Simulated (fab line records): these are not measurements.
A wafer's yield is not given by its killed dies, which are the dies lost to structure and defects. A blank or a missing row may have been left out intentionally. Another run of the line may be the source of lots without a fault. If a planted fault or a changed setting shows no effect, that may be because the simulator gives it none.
fab line records + flow sky130
record:
- lots: 6
- wafers: 18
- last-day: 51
route steps=708 shown VIA2@521 METAL3@532 PAD_OPEN@708
lots that met no fault: from a run of the same line without faults
start-h: the number of hours between the record's first day and the start of the first shown wafer of the lot + wait-h: hours from the lot's prior step to this one + " same as the row above + L1.1+2: a single row standing in for several wafers + - no value present, or no start provided + * or withheld: withheld + < > ~ a bound
route shown NAME@n: NAME is a module with steps in the file, n the number in the route of the first one + usual: the fault-free wafers' mean and standard deviation + same: alike in all rows + chamber/n: place in a boat + sites: per-site readings + _std_site: how widely they spread, as a standard deviation + _edge_site: the outer-site mean with the inner-site mean subtracted + radius-mm: for every site, how far away it sits from the centre of the wafer + mask NAME#n: copy n + behind: the tool/chamber that last shaped the wafer + hold: why the lot was held/for how many hours/how that ended + device: whichever transistor did not switch (one of n, p or np) + end of line: the same wafers' tests at the end of the route + step lacking rows: just its recipe + killed: at the first sort, the dies lost to defects and structure; wafer yield is something else + map: shows each die of a wafer: x if killed, . if not, _ if none is there
set.NAME: the setting that was run; set.NAME@STEP: the one run at that earlier step + model.NAME: the simulator's own value behind a step, which no gauge read
lots at some steps of the route; a table a step, a row a wafer
services: a tool's chamber out of use, with start hour (start-h, from the record's first day; less than 0 if before it), hours out, and reason
== steps ==
step: SKY_VIA2_ETCH_14
recipe:
- chemistry: N2/H2
- target: BARC
- ion-energy-ev: 200
- source-w: 500
- bias-w: 100
- pressure-mtorr: 30
- n2-flow-sccm: 100
- h2-flow-sccm: 200
- stop-on: SiO2
- time-s: 45.9
- target-depth-a: 600
usual:
- drypump-motor-current-A: 5.7/0.48
- n2-flow-sccm: 99.98/0.29
- oes-product-au: 0.855/0.0047
- rf-fwd-power-W: 494.9/2.2
- throttle-valve-pct: 13.225/0.01
| lot.wafer | tool        | chamber | start-h | wait-h | drypump-motor-current-A | n2-flow-sccm | oes-product-au | rf-fwd-power-W | rf-hours-counter-h | throttle-valve-pct |
|-----------|-------------|---------|---------|--------|-------------------------|--------------|----------------|----------------|--------------------|--------------------|
| L653.1    | rie-diel-04 | 1       | 882.01  | 0.0    | 6.0                     | 100.00       | 0.858          | 494.4          | 15                 | 13.214             |
| L653.3    | "           | 3       | "       | "      | 6.6                     | 100.15       | 0.856          | 495.7          | 2                  | 13.224             |
| L653.6    | "           | 1       | "       | "      | 6.0                     | 100.13       | 0.851          | 495.0          | -                  | 13.229             |
| L655.1    | rie-diel-01 | 0       | 889.77  | 0.0    | 6.3                     | 100.44       | 0.851          | 494.4          | 16                 | 13.246             |
| L655.2    | "           | 3       | "       | "      | 6.0                     | 100.13       | 0.854          | 499.8          | 16                 | 13.228             |
| L655.4    | "           | 1       | "       | "      | 5.2                     | 99.68        | 0.860          | 498.3          | 3                  | 13.223             |
| L658.3    | rie-diel-04 | 0       | 918.82  | 0.0    | 5.5                     | 99.92        | 0.851          | 492.2          | 10                 | 13.213             |
| L658.4    | "           | 2       | "       | "      | 5.6                     | 100.29       | 0.855          | 497.2          | 9                  | 13.224             |
| L658.6    | "           | 3       | "       | "      | 6.6                     | 99.88        | 0.853          | 497.1          | -                  | 13.243             |
| L664.1    | rie-diel-01 | 0       | 956.03  | 0.0    | 6.3                     | 99.91        | 0.854          | 496.7          | 19                 | 13.222             |
| L664.4    | "           | 1       | "       | "      | 5.2                     | 100.23       | 0.851          | 499.0          | 5                  | 13.204             |
| L664.6    | "           | 0       | "       | "      | 6.3                     | 99.94        | 0.862          | 498.9          | -                  | 13.217             |
| L666.1    | rie-diel-04 | 1       | 967.02  | 0.0    | 5.9                     | 100.50       | 0.853          | 492.6          | 17                 | 13.215             |
| L666.2    | "           | 0       | "       | "      | 5.5                     | 100.32       | 0.853          | 495.3          | 11                 | 13.222             |
| L666.4    | "           | 2       | "       | "      | 5.7                     | 99.83        | 0.861          | 496.0          | 10                 | 13.216             |
| L671.2    | rie-diel-04 | 0       | 1038.12 | 0.0    | 5.6                     | 99.88        | 0.854          | 491.2          | 13                 | 13.234             |
| L671.5    | "           | 1       | "       | "      | 6.0                     | 99.73        | 0.857          | 492.0          | -                  | 13.217             |
| L671.6    | "           | 2       | "       | "      | 5.7                     | 100.22       | 0.852          | 495.8          | -                  | 13.234             |
step: SKY_VIA2_ETCH_15
recipe:
- target: SiO2
- chemistry: C4F8/O2/Ar
- target-depth-nm: 546
- stop-on: TiN
- mask-material: KrF-thick
- source-w: 1500
- bias-w: 1200
- pressure-mtorr: 40
- c4f8-flow-sccm: withheld
- O2_flow_sccm: 6
- Ar_flow_sccm: 300
- time-s: 86.05
usual:
- oes-product-au: 0.936/0.0054
| lot.wafer | tool        | chamber | start-h | wait-h | oes-product-au | rf-hours-counter-h |
|-----------|-------------|---------|---------|--------|----------------|--------------------|
| L653.1    | rie-diel-04 | 1       | 882.06  | 0.0    | 0.939          | 15                 |
| L653.3    | "           | 3       | "       | "      | 0.929          | 2                  |
| L653.6    | "           | 1       | "       | "      | 0.934          | -                  |
| L655.1    | rie-diel-01 | 0       | 889.81  | 0.0    | 0.928          | 17                 |
| L655.2    | "           | 3       | "       | "      | 0.933          | 16                 |
| L655.4    | "           | 1       | "       | "      | 0.931          | 3                  |
| L658.3    | rie-diel-04 | 0       | 918.86  | 0.0    | 0.938          | 10                 |
| L658.4    | "           | 2       | "       | "      | 0.941          | 9                  |
| L658.6    | "           | 3       | "       | "      | 0.932          | -                  |
| L664.1    | rie-diel-01 | 0       | 956.07  | 0.0    | 0.941          | 19                 |
| L664.4    | "           | 1       | "       | "      | 0.935          | 5                  |
| L664.6    | "           | 0       | "       | "      | 0.935          | -                  |
| L666.1    | rie-diel-04 | 1       | 967.06  | 0.0    | 0.934          | 17                 |
| L666.2    | "           | 0       | "       | "      | 0.935          | 11                 |
| L666.4    | "           | 2       | "       | "      | 0.934          | 10                 |
| L671.2    | rie-diel-04 | 0       | 1038.16 | 0.0    | 0.938          | 13                 |
| L671.5    | "           | 1       | "       | "      | 0.940          | -                  |
| L671.6    | "           | 2       | "       | "      | 0.938          | -                  |
step: SKY_VIA2_STRIP_16
recipe:
- chemistry: O2/N2
- power-w: 1400
- pressure-mtorr: 1500
- platen-temp-c: withheld
- o2-flow-sccm: 3000
- n2-flow-sccm: 300
- overash-fraction: 0.5
usual:
- drypump-motor-current-A: 5.7/0.52
- n2-flow-sccm: 300.0/0.93
- oes-product-au: 0.397/0.0046
- strip-time-to-endpoint-s: 4.016/0.023
| lot.wafer | tool            | chamber | start-h | wait-h | drypump-motor-current-A | n2-flow-sccm | oes-product-au | rf-hours-counter-h | strip-time-to-endpoint-s |
|-----------|-----------------|---------|---------|--------|-------------------------|--------------|----------------|--------------------|--------------------------|
| L653.1    | plasma-asher-02 | 1       | 882.12  | 0.0    | 4.9                     | 300.0        | 0.398          | 74                 | 3.988                    |
| L653.3    | "               | 1       | "       | "      | 4.9                     | 301.2        | 0.400          | -                  | 4.017                    |
| L653.6    | "               | 1       | "       | "      | 4.9                     | 300.9        | 0.398          | -                  | 3.968                    |
| L655.1    | plasma-asher-03 | 0       | 889.88  | 0.0    | 6.5                     | 300.8        | 0.399          | 109                | 3.996                    |
| L655.2    | "               | 1       | "       | "      | 5.5                     | 299.9        | 0.394          | 109                | 3.996                    |
| L655.4    | "               | 1       | "       | "      | 5.4                     | 299.4        | 0.396          | -                  | 3.986                    |
| L658.3    | plasma-asher-03 | 0       | 918.96  | 0.1    | 6.6                     | 299.3        | 0.397          | -                  | 4.040                    |
| L658.4    | "               | 1       | "       | "      | 5.5                     | 300.3        | 0.399          | -                  | 4.030                    |
| L658.6    | "               | 1       | "       | "      | 5.5                     | 301.0        | 0.399          | -                  | 4.035                    |
| L664.1    | plasma-asher-03 | 1       | 956.13  | 0.0    | 5.5                     | 299.7        | 0.397          | 115                | 4.020                    |
| L664.4    | "               | 1       | "       | "      | 5.5                     | 299.4        | 0.395          | -                  | 4.002                    |
| L664.6    | "               | 0       | "       | "      | 6.5                     | 300.0        | 0.395          | -                  | 4.027                    |
| L666.1    | plasma-asher-03 | 0       | 967.13  | 0.0    | 6.6                     | 300.4        | 0.397          | 117                | 3.997                    |
| L666.2    | "               | 1       | "       | "      | 5.5                     | 300.6        | 0.397          | 117                | 4.018                    |
| L666.4    | "               | 1       | "       | "      | 5.5                     | 301.2        | 0.388          | -                  | 3.974                    |
| L671.2    | plasma-asher-03 | 1       | 1038.23 | 0.0    | 5.5                     | 300.6        | 0.397          | 124                | 4.028                    |
| L671.5    | "               | 0       | "       | "      | 6.5                     | 298.8        | 0.400          | -                  | 3.996                    |
| L671.6    | "               | 1       | "       | "      | 5.5                     | 300.1        | 0.400          | -                  | 4.059                    |
step: SKY_VIA2_STRIP_17
recipe:
- chemistry: post-etch-residue-remover
- time-s: 1200
- temp-c: 72.5
step: SKY_VIA2_CLEAN_18
recipe:
- chemistry: IPA
- time-s: 180
- temp-c: 25
step: SKY_VIA2_CLEAN_19
recipe:
- chemistry: O3/DIW
- dry: n2-spin
step: SKY_VIA2_SPUTTER_20
recipe:
- material: TiN
- target-thk-nm: 20
- chamber-pressure-pa: 5
- power-w: 4000
- time-s: 80
usual:
- chamber-pressure-pa: 4.999/0.011
- throttle-valve-pct: 30.4/1
| lot.wafer | tool           | chamber | start-h | wait-h | chamber-pressure-pa | throttle-valve-pct |
|-----------|----------------|---------|---------|--------|---------------------|--------------------|
| L653.1    | pvd-sputter-01 | -       | 882.76  | 0.0    | 4.991               | 29.6               |
| L653.3    | "              | -       | "       | "      | 4.978               | 30.5               |
| L653.6    | "              | -       | "       | "      | 4.983               | 32.5               |
| L655.1    | pvd-sputter-03 | -       | 890.47  | 0.0    | 5.005               | 31.1               |
| L655.2    | "              | -       | "       | "      | 5.021               | 29.5               |
| L655.4    | "              | -       | "       | "      | 4.982               | 29.9               |
| L658.3    | pvd-sputter-01 | -       | 919.52  | 0.0    | 5.008               | 30.7               |
| L658.4    | "              | -       | "       | "      | 4.996               | 30.8               |
| L658.6    | "              | -       | "       | "      | 5.003               | 30.6               |
| L664.1    | pvd-sputter-01 | -       | 956.72  | 0.0    | 4.975               | 30.9               |
| L664.4    | "              | -       | "       | "      | 4.998               | 32.9               |
| L664.6    | "              | -       | "       | "      | 4.993               | 30.7               |
| L666.1    | pvd-sputter-02 | -       | 967.72  | 0.0    | 5.005               | 30.6               |
| L666.2    | "              | -       | "       | "      | 4.990               | 31.6               |
| L666.4    | "              | -       | "       | "      | 5.006               | 29.1               |
| L671.2    | pvd-sputter-02 | -       | 1038.82 | 0.0    | 4.985               | 28.9               |
| L671.5    | "              | -       | "       | "      | 4.987               | 30.5               |
| L671.6    | "              | -       | "       | "      | 4.991               | 30.5               |
step: SKY_VIA2_CVD_21
recipe:
- material: W
- target-thk-nm: 420
- time-s: 126.4
- temp-c: 403.4
- pressure-torr: 40
step: SKY_VIA2_RS_MEAS_22
recipe:
- thk-meas-gauge: four-point-probe
- reads: W_of_VIA2_CVD_21+TiN_of_VIA2_SPUTTER_20
usual:
- VIA2_W_RS: 0.255/0.0039
| lot.wafer | tool          | chamber | start-h | wait-h | VIA2_W_RS[ohm/sq] |
|-----------|---------------|---------|---------|--------|-------------------|
| L653.1    | film-metro-02 | -       | 882.95  | 0.1    | 0.252             |
| L653.3    | "             | -       | "       | "      | 0.251             |
| L653.6    | "             | -       | "       | "      | 0.249             |
| L655.1    | film-metro-02 | -       | 890.66  | 0.1    | 0.259             |
| L655.2    | "             | -       | "       | "      | 0.253             |
| L655.4    | "             | -       | "       | "      | 0.260             |
| L658.3    | film-metro-03 | -       | 919.75  | 0.1    | 0.257             |
| L658.4    | "             | -       | "       | "      | 0.251             |
| L658.6    | "             | -       | "       | "      | 0.256             |
| L664.1    | film-metro-03 | -       | 956.92  | 0.1    | 0.260             |
| L664.4    | "             | -       | "       | "      | 0.258             |
| L664.6    | "             | -       | "       | "      | 0.258             |
| L666.1    | film-metro-01 | -       | 967.91  | 0.1    | 0.249             |
| L666.2    | "             | -       | "       | "      | 0.255             |
| L666.4    | "             | -       | "       | "      | 0.253             |
| L671.2    | film-metro-01 | -       | 1039.03 | 0.1    | 0.249             |
| L671.5    | "             | -       | "       | "      | 0.249             |
| L671.6    | "             | -       | "       | "      | 0.254             |
step: SKY_VIA2_THK_MEAS_23
recipe:
- thk-meas-gauge: xrf
- reads: W_of_VIA2_CVD_21
usual:
- VIA2_W_THK: 430/7.7
| lot.wafer | tool          | chamber | start-h | wait-h | VIA2_W_THK[nm] |
|-----------|---------------|---------|---------|--------|----------------|
| L653.1    | film-metro-02 | -       | 883.07  | 0.1    | 439            |
| L653.3    | "             | -       | "       | "      | 440            |
| L653.6    | "             | -       | "       | "      | 443            |
| L655.1    | film-metro-02 | -       | 890.78  | 0.1    | 428            |
| L655.2    | "             | -       | "       | "      | 443            |
| L655.4    | "             | -       | "       | "      | 428            |
| L658.3    | film-metro-03 | -       | 919.85  | 0.1    | 423            |
| L658.4    | "             | -       | "       | "      | 433            |
| L658.6    | "             | -       | "       | "      | 426            |
| L664.1    | film-metro-03 | -       | 957.04  | 0.1    | 420            |
| L664.4    | "             | -       | "       | "      | 423            |
| L664.6    | "             | -       | "       | "      | 424            |
| L666.1    | film-metro-01 | -       | 968.03  | 0.1    | 440            |
| L666.2    | "             | -       | "       | "      | 430            |
| L666.4    | "             | -       | "       | "      | 433            |
| L671.2    | film-metro-01 | -       | 1039.14 | 0.1    | 443            |
| L671.5    | "             | -       | "       | "      | 441            |
| L671.6    | "             | -       | "       | "      | 432            |
step: SKY_VIA2_CMP_24
recipe:
- stop-on: SiO2
- t-overpolish-s: 20
- down-force-psi: 3.5
- platen-rpm: 60
- target-thk-nm: 0
- pad-velocity-m-s: 0.94248
step: SKY_METAL3_SPUTTER_00
recipe:
- material: Ti
- target-thk-nm: 15
- power-w: 3000
- time-s: 10
- chamber-pressure-pa: 0.4
step: SKY_METAL3_SPUTTER_01
recipe:
- material: TiN
- target-thk-nm: 20
- power-w: 6500
- time-s: 16.7
- chamber-pressure-pa: 0.4
usual:
- chamber-pressure-pa: 0.4000/0.00079
- throttle-valve-pct: 30.3/1.2
| lot.wafer | tool           | chamber | start-h | wait-h | chamber-pressure-pa | throttle-valve-pct | model.TiN_of_METAL3_SPUTTER_01.thk-nm |
|-----------|----------------|---------|---------|--------|---------------------|--------------------|---------------------------------------|
| L653.1    | pvd-sputter-04 | -       | 883.45  | 0.0    | 0.4002              | 29.4               | 20.39                                 |
| L653.3    | "              | -       | "       | "      | 0.4005              | 28.0               | 20.21                                 |
| L653.6    | "              | -       | "       | "      | 0.4013              | 29.9               | 19.98                                 |
| L655.1    | pvd-sputter-04 | -       | 891.16  | 0.0    | 0.4008              | 29.9               | 19.77                                 |
| L655.2    | "              | -       | "       | "      | 0.4004              | 27.9               | 20.03                                 |
| L655.4    | "              | -       | "       | "      | 0.4839              | 28.0               | 19.22                                 |
| L658.3    | pvd-sputter-04 | -       | 920.25  | 0.0    | 0.3994              | 29.7               | 20.05                                 |
| L658.4    | "              | -       | "       | "      | 0.3998              | 28.2               | 20.02                                 |
| L658.6    | "              | -       | "       | "      | 0.4835              | 28.5               | 19.23                                 |
| L664.1    | pvd-sputter-02 | -       | 957.45  | 0.0    | 0.4008              | 31.7               | 19.87                                 |
| L664.4    | "              | -       | "       | "      | 0.3993              | 29.0               | 19.9                                  |
| L664.6    | "              | -       | "       | "      | 0.4004              | 30.6               | 19.89                                 |
| L666.1    | pvd-sputter-01 | -       | 969.34  | 0.0    | 0.4012              | 30.7               | 20.31                                 |
| L666.2    | "              | -       | "       | "      | 0.3984              | 32.4               | 20.4                                  |
| L666.4    | "              | -       | "       | "      | 0.3993              | 30.7               | 20.16                                 |
| L671.2    | pvd-sputter-01 | -       | 1039.52 | 0.0    | 0.4010              | 31.1               | 19.96                                 |
| L671.5    | "              | -       | "       | "      | 0.4007              | 29.4               | 19.95                                 |
| L671.6    | "              | -       | "       | "      | 0.4005              | 32.7               | 19.85                                 |
step: SKY_METAL3_SPUTTER_02
recipe:
- material: AlCu
- target-thk-nm: 735
- power-w: 10600
- time-s: 39.1
- chamber-pressure-pa: 0.4
usual:
- chamber-pressure-pa: 0.4000/0.0008
- throttle-valve-pct: 30.3/1.2
| lot.wafer | tool           | chamber | start-h | wait-h | chamber-pressure-pa | throttle-valve-pct |
|-----------|----------------|---------|---------|--------|---------------------|--------------------|
| L653.1    | pvd-sputter-04 | -       | 883.47  | 0.0    | 0.4006              | 29.6               |
| L653.3    | "              | -       | "       | "      | 0.4003              | 27.9               |
| L653.6    | "              | -       | "       | "      | 0.4001              | 30.0               |
| L655.1    | pvd-sputter-04 | -       | 891.19  | 0.0    | 0.4003              | 29.8               |
| L655.2    | "              | -       | "       | "      | 0.4004              | 27.7               |
| L655.4    | "              | -       | "       | "      | 0.3994              | 31.1               |
| L658.3    | pvd-sputter-04 | -       | 920.28  | 0.0    | 0.3995              | 29.7               |
| L658.4    | "              | -       | "       | "      | 0.4002              | 28.0               |
| L658.6    | "              | -       | "       | "      | 0.4004              | 31.0               |
| L664.1    | pvd-sputter-02 | -       | 957.48  | 0.0    | 0.4004              | 31.8               |
| L664.4    | "              | -       | "       | "      | 0.4021              | 28.7               |
| L664.6    | "              | -       | "       | "      | 0.3991              | 30.7               |
| L666.1    | pvd-sputter-01 | -       | 969.36  | 0.0    | 0.3995              | 30.4               |
| L666.2    | "              | -       | "       | "      | 0.3993              | 32.6               |
| L666.4    | "              | -       | "       | "      | 0.3987              | 31.0               |
| L671.2    | pvd-sputter-01 | -       | 1039.54 | 0.0    | 0.3999              | 31.0               |
| L671.5    | "              | -       | "       | "      | 0.3993              | 29.8               |
| L671.6    | "              | -       | "       | "      | 0.4012              | 32.8               |
step: SKY_PAD_OPEN_PROBE_99
usual:
- defect-limited-yield: 82.2/1.8
- killed_at_M0_to_M3: 44/6.8
- killed_at_M4_up: 2.9/1.9
- killed-at-contacts: 24/5.2
- killed-at-front-end: 16/4.1
- killed-at-other: 0.4/0.74
- killed-dies: 88/9.1
- killed-open: 48/7.2
- killed-short: 39/5.6
- sort_bin_3_pad_short: 0.9/0.43
- sort_bin_5_function: 10.6/1.4
- sort_bin_6_memory: 6.3/1
- sort-n-pass: 404/9.1
- sort-yield-pct: 82.2/1.8
same:
- gross-dies: 492
- killed-at-back-side: 0
- sort_bin_4_leakage[%]: 0
- sort_bin_8_speed[%]: 0
| lot.wafer | tool      | chamber | start-h | wait-h | defect-limited-yield[%] | killed_at_M0_to_M3 | killed_at_M4_up | killed-at-contacts | killed-at-front-end | killed-at-other | killed-dies | killed-open | killed-short | sort_bin_3_pad_short[%] | sort_bin_5_function[%] | sort_bin_6_memory[%] | sort-n-pass | sort-yield-pct[%] |
|-----------|-----------|---------|---------|--------|-------------------------|--------------------|-----------------|--------------------|---------------------|-----------------|-------------|-------------|--------------|-------------------------|------------------------|----------------------|-------------|-------------------|
| L653.1    | prober-01 | -       | 1099.88 | 0.1    | 80.1                    | 64                 | 5               | 21                 | 8                   | 0               | 98          | 54          | 44           | 0.6                     | 12.2                   | 7.1                  | 394         | 80.1              |
| L653.3    | prober-01 | -       | 1099.98 | 0.2    | 84.8                    | 42                 | 3               | 15                 | 15                  | 0               | 75          | 40          | 35           | 0.6                     | 8.9                    | 5.7                  | 417         | 84.8              |
| L653.6    | prober-01 | -       | 1100.13 | 0.2    | 83.3                    | 48                 | 4               | 18                 | 11                  | 1               | 82          | 43          | 39           | 0.6                     | 9.3                    | 6.7                  | 410         | 83.3              |
| L655.1    | prober-02 | -       | 1108.19 | 0.1    | 81.5                    | 46                 | 1               | 29                 | 15                  | 0               | 91          | 60          | 30           | 1.2                     | 10.4                   | 6.9                  | 401         | 81.5              |
| L655.2    | prober-02 | -       | 1108.24 | 0.1    | 80.9                    | 39                 | 6               | 36                 | 13                  | 0               | 94          | 53          | 41           | 0.8                     | 11.4                   | 6.9                  | 398         | 80.9              |
| L655.4    | prober-02 | -       | 1108.34 | 0.2    | 80.7                    | 34                 | 5               | 37                 | 18                  | 1               | 95          | 47          | 47           | 0.4                     | 9.8                    | 9.1                  | 397         | 80.7              |
| L658.3    | prober-02 | -       | 1132.05 | 0.2    | 84.8                    | 39                 | 1               | 19                 | 16                  | 0               | 75          | 41          | 34           | 0.8                     | 9.3                    | 5.1                  | 417         | 84.8              |
| L658.4    | prober-02 | -       | 1132.10 | 0.2    | 83.3                    | 34                 | 2               | 32                 | 14                  | 0               | 82          | 42          | 39           | 0.6                     | 10.2                   | 5.9                  | 410         | 83.3              |
| L658.6    | prober-02 | -       | 1132.20 | 0.2    | 83.9                    | 42                 | 1               | 18                 | 18                  | 0               | 79          | 42          | 37           | 1.0                     | 10.2                   | 4.9                  | 413         | 83.9              |
| L671.2    | prober-02 | -       | 1217.52 | 0.1    | 81.9                    | 40                 | 5               | 23                 | 18                  | 3               | 89          | 47          | 42           | 1.0                     | 10.6                   | 6.5                  | 403         | 81.9              |
| L671.5    | prober-02 | -       | 1217.67 | 0.2    | 81.9                    | 37                 | 3               | 30                 | 19                  | 0               | 89          | 46          | 43           | 1.2                     | 11.0                   | 5.9                  | 403         | 81.9              |
| L671.6    | prober-02 | -       | 1217.72 | 0.2    | 79.3                    | 47                 | 5               | 34                 | 16                  | 0               | 102         | 67          | 35           | 1.0                     | 13.2                   | 6.5                  | 390         | 79.3              |
killed by level:class
L653.1 VIA3:geometric-particle:open=13 VIA1:geometric-particle:open=11 METAL1:geometric-particle:short=10 LI_CONTACT:geometric-particle:open=9 METAL2:geometric-particle:short=6 VIA2:geometric-particle:open=6 VIA1:geometric-particle:short=5 CONTACT:geometric-particle:open=4
L653.3 VIA1:geometric-particle:open=9 CONTACT:geometric-particle:open=8 METAL2:geometric-particle:short=6 POLY_GATE:geometric-particle:short=5 LI_CONTACT:geometric-particle:open=5 VIA3:geometric-particle:open=5 METAL1:geometric-particle:short=4 VIA1:geometric-particle:short=4
L653.6 METAL2:geometric-particle:short=9 VIA1:geometric-particle:open=9 CONTACT:geometric-particle:open=8 VIA2:geometric-particle:open=7 VIA1:geometric-particle:short=6 FIELD_ISO:geometric-particle:open=5 VIA3:geometric-particle:open=5 METAL1:geometric-particle:short=4
L655.1 VIA1:geometric-particle:open=14 VIA3:geometric-particle:open=10 CONTACT:geometric-particle:open=8 VIA2:geometric-particle:open=8 CONTACT:geometric-particle:short=7 METAL2:geometric-particle:short=7 LI_CONTACT:geometric-particle:open=6 POLY_GATE:geometric-particle:open=5
L655.2 CONTACT:geometric-particle:open=13 VIA1:geometric-particle:open=10 LI_CONTACT:geometric-particle:open=9 CONTACT:geometric-particle:short=8 VIA2:geometric-particle:open=8 METAL4:geometric-particle:short=5 POLY_GATE:geometric-particle:open=4 POLY_GATE:geometric-particle:short=4
L655.4 LI_CONTACT:geometric-particle:open=10 CONTACT:geometric-particle:open=9 CONTACT:geometric-particle:short=8 VIA3:geometric-particle:open=6 FIELD_ISO:geometric-particle:short=5 VIA2:geometric-particle:short=5 LI_CONTACT:geometric-particle:short=5 METAL4:geometric-particle:short=5
L658.3 VIA3:geometric-particle:open=9 VIA1:geometric-particle:open=9 LI_CONTACT:geometric-particle:open=6 METAL1:geometric-particle:short=5 FIELD_ISO:geometric-particle:short=4 VIA1:geometric-particle:short=4 CONTACT:geometric-particle:open=4 POLY_GATE:geometric-particle:open=3
L658.4 CONTACT:geometric-particle:open=15 VIA1:geometric-particle:open=7 LI_CONTACT:geometric-particle:open=7 FIELD_ISO:geometric-particle:short=6 METAL1:geometric-particle:short=5 LOCAL_INTERCONNECT:geometric-particle:short=5 VIA3:geometric-particle:open=5 VIA2:geometric-particle:open=4
L658.6 VIA1:geometric-particle:open=9 LI_CONTACT:geometric-particle:open=6 LOCAL_INTERCONNECT:geometric-particle:short=6 VIA2:geometric-particle:open=6 VIA3:geometric-particle:open=6 FIELD_ISO:geometric-particle:open=5 METAL2:geometric-particle:short=5 FIELD_ISO:geometric-particle:short=4
L671.2 VIA1:geometric-particle:open=11 LI_CONTACT:geometric-particle:open=9 CONTACT:geometric-particle:open=8 METAL2:geometric-particle:short=7 VIA2:geometric-particle:open=6 FIELD_ISO:geometric-particle:short=4 FIELD_ISO:geometric-particle:open=4 POLY_GATE:geometric-particle:short=4
L671.5 LOCAL_INTERCONNECT:geometric-particle:short=8 CONTACT:geometric-particle:open=8 METAL2:geometric-particle:short=7 VIA1:geometric-particle:open=7 POLY_GATE:geometric-particle:open=6 POLY_GATE:geometric-particle:short=6 VIA2:geometric-particle:open=6 LI_CONTACT:geometric-particle:open=5
L671.6 CONTACT:geometric-particle:open=18 VIA1:geometric-particle:open=10 LI_CONTACT:geometric-particle:open=9 VIA3:geometric-particle:open=7 CONTACT:geometric-particle:short=6 METAL2:geometric-particle:short=6 VIA2:geometric-particle:open=6 FIELD_ISO:geometric-particle:open=5
== services ==
| tool            | chamber | start-h | hours | kind                   |
|-----------------|---------|---------|-------|------------------------|
| pvd-sputter-03  | -       | 868.06  | 1.0   | repair                 |
| pvd-sputter-02  | -       | 880.88  | 0.8   | repair                 |
| rie-diel-01     | 2       | 897.54  | -     | clean                  |
| rie-diel-01     | 2       | 897.54  | 19.4  | scheduled-down         |
| rie-diel-01     | 2       | 897.54  | 19.4  | vent-cycle             |
| pvd-sputter-04  | 0       | 931.77  | -     | consumable-replace:kit |
| pvd-sputter-04  | 0       | 931.77  | 18.0  | scheduled-down         |
| pvd-sputter-04  | 0       | 931.77  | 18.0  | vent-cycle             |
| pvd-sputter-02  | -       | 939.26  | 2.4   | repair                 |
| pvd-sputter-02  | 2       | 993.23  | -     | consumable-replace:kit |
| pvd-sputter-02  | 2       | 993.23  | 18.0  | scheduled-down         |
| pvd-sputter-02  | 2       | 993.23  | 18.0  | vent-cycle             |
| pvd-sputter-03  | -       | 994.98  | 2.5   | repair                 |
| pvd-sputter-04  | -       | 996.36  | 1.7   | repair                 |
| rie-diel-01     | 1       | 998.48  | 5.4   | repair                 |
| rie-diel-01     | 3       | 1003.24 | 3.0   | repair                 |
| pvd-sputter-01  | 2       | 1008.04 | -     | consumable-replace:kit |
| pvd-sputter-01  | 2       | 1008.04 | 18.0  | scheduled-down         |
| pvd-sputter-01  | 2       | 1008.04 | 18.0  | vent-cycle             |
| plasma-asher-02 | -       | 1014.33 | 13.6  | repair                 |
| rie-diel-04     | -       | 1029.02 | 0.7   | repair                 |
| pvd-sputter-03  | 1       | 1030.59 | -     | consumable-replace:kit |
| pvd-sputter-03  | 1       | 1030.59 | 18.0  | scheduled-down         |
| plasma-asher-02 | -       | 1032.09 | 2.8   | pm                     |
== key ==
first-sign:
- step: SKY_METAL3_SPUTTER_01
- reading: chamber-pressure-pa
- direction: up
- sigmas: 99+
- usual: 0.4000
- struck: 0.4837
effect none on later readings
model-effect:
- step: SKY_METAL3_SPUTTER_01
- value: TiN_of_METAL3_SPUTTER_01.thk-nm
- without: 19.83
- struck: 19.23
met-at SKY_METAL3_SPUTTER_01
struck-wafers L655.4,L658.6
fault:
- kind: process-parameter-drift
- tool: pvd-sputter-04
- chamber: -
- onset-h: 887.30
- steps: SKY_METAL3_SPUTTER_01
- channel: chamber-pressure-pa
- offset: 0.083986
- shape: step
- end-h: 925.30
- acts-in: these-recipes-only
- stated: 0.4
- scope: struck-wafers-only
